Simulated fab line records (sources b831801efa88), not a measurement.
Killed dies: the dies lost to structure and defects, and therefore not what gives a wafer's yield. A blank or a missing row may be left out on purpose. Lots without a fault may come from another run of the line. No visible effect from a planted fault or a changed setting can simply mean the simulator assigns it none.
Comparing a struck lot with a sound one -- flow sky130 -- 16 steps out of a route of 708
Sound: wafers L977.2, L977.4, L977.5. Struck: wafers L969.1, L969.4, L969.5. At the end, the cause is stated.
Per side, at each step with rows, come the tool, then ch with its chambers, and then its first start. Under that, the readings that differ: sound wafers -- struck wafers -- difference of the means -- sigmas: that difference in standard deviations of wafers without a fault.
alike: a reading whose means differ by less than 2 such deviations, as well as words and numbers matching on both sides. not compared: withheld readings; readings where some wafer has no value; bounds like >300 that might hide an equal value; numbers whose values overlap and for which the record gives no deviation.
The two part at a step that has a row with sigmas, a row that says differs or no value, or rows on one side only. When numbers do not overlap yet have no deviation, they are printed without sigmas and do not part them. A reading that every wafer of one side lacks parts them only if that side has two wafers or more.

first, 5 steps without rows for these wafers: SKY_SONOS_TUNNEL_COAT_02 (resist thk 1140 nm); SKY_SONOS_TUNNEL_SOFTBAKE_03 (time 60 s); SKY_SONOS_TUNNEL_EXPOSE_04 (exposes mask TUNM, target cd 410 nm); SKY_SONOS_TUNNEL_PEB_05; SKY_SONOS_TUNNEL_DEVELOP_06 (develop time 60 s).
SKY_SONOS_TUNNEL_CD_MEAS_07 targets a cd of 410 nm.
  struck on cd sem-01, day 15 20:26; sound on cd sem-02, day 18 19:51
  alike: cd nm
SKY_SONOS_TUNNEL_OVL_MEAS_08:
  struck on overlay-01, day 15 20:34; sound on overlay-01, day 18 19:58
  alike: SONOS_TUNNEL_OVL
then, 3 steps without rows for these wafers: SKY_SONOS_TUNNEL_IMPLANT_09; SKY_SONOS_TUNNEL_WET_ETCH_10 (etches SiO2 in dHF, target depth 14 nm, time 280 s); SKY_SONOS_TUNNEL_STRIP_11 (strips in SPM, time 600 s).
SKY_SONOS_TUNNEL_TW_MEAS_12:
  struck on film metro-04, day 15 21:02; sound on film metro-03, day 18 20:25
  alike: SONOS_TUNNEL_TW
then, 1 step without rows for these wafers: SKY_SONOS_TUNNEL_CLEAN_13 (cleans in dHF, time 20 s).
SKY_SONOS_ONO_OXIDATION_00: stabilise 600 s, purge 300 s, target thk 2.6 nm.
  sound on furnace-02 ch 0, day 18 21:29; struck on furnace-02 ch 0, day 16 03:16
  alike: ramp up c per min
SKY_SONOS_ONO_THK_MEAS_01:
  struck on film metro-01, day 16 04:37; sound on film metro-01, day 18 22:51
reading,sound,struck,difference,sigmas
SONOS_ONO_OXIDATION_THK (nm),2.56 2.50 2.57,4.21 4.11 4.13,+1.61,+26
then, 1 step without rows for these wafers: SKY_SONOS_ONO_CVD_02 (deposits Si3N4 from DCS/NH3, target thk 10.5 nm, time 180 s).
-- a jump in the record: the struck wafers' starts before and after are 33 days apart (it breaks off in module SONOS_ONO and resumes in module PAD_OPEN, where the first step shown is number 708 of the route) --
SKY_PAD_OPEN_PROBE_99:
  rows exist in the record for the struck wafers here (prober-02, day 49 03:42), but not for the sound ones

WHERE THEY PART
Last at SKY_PAD_OPEN_PROBE_99 as far as this record goes, first at SKY_SONOS_ONO_THK_MEAS_01.

WHY: the cause the simulator had injected
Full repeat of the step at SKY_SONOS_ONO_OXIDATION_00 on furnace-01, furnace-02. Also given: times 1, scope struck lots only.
